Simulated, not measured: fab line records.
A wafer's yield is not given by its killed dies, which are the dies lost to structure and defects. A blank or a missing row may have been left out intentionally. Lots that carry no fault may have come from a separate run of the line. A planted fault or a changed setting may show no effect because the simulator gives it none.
Matching of chambers :: flow gf180mcu :: 3 sister chambers for GF_SAB_CVD_00 on pecvd-04
The step deposits SiO2 from TEOS, target thk 50 nm, time 4.9302 s. 6 wafers are shown with their chamber, then 7 later ones without.

== EACH WAFER AND ITS CHAMBER ==
wafer: L967.4
chamber: 1
heater-power-w (W): 660

wafer: L968.2
chamber: 0
heater-power-w (W): 730

wafer: L968.4
chamber: 0
heater-power-w (W): 701

wafer: L968.5
chamber: 1
heater-power-w (W): 661

wafer: L981.3
chamber: 2
heater-power-w (W): 555

wafer: L981.4
chamber: 2
heater-power-w (W): 567

== WAFERS MISSING THEIR CHAMBER ==
wafer: L981.6
heater-power-w (W): 733

wafer: L982.2
heater-power-w (W): 681

wafer: L982.3
heater-power-w (W): 704

wafer: L982.4
heater-power-w (W): 796

wafer: L985.1
heater-power-w (W): 776

wafer: L985.3
heater-power-w (W): 678

wafer: L985.6
heater-power-w (W): 719

== EACH ONE'S CHAMBER ==
wafer: L981.6
from the rows above: 0
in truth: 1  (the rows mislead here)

wafer: L982.2
from the rows above: can't be placed: 1 or 0
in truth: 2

wafer: L982.3
from the rows above: 0
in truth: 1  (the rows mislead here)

wafer: L982.4
from the rows above: 0
in truth: 0

wafer: L985.1
from the rows above: 0
in truth: 0

wafer: L985.3
from the rows above: can't be placed: 1 or 0
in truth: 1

wafer: L985.6
from the rows above: 0
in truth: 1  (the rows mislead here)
2 of 7 placed correctly. These rows do not allow placing 2 (true chamber among the candidates in 1). 3 placed wrongly.
How it was worked out, from the rows above alone: a wafer's distance from a chamber is the root of the sum, over the readings, of the square of ((its reading less the chamber's mean) divided by the reading's scatter). If the next closest chamber is less than 2 further off than the closest, the wafer can't be placed; otherwise it belongs to the closest. The mean given for a chamber averages the wafers shown for that chamber. The scatter is the square root of a quotient: the sum, over the shown wafers, of each reading's squared deviation from its chamber's mean, divided by wafers minus chambers.
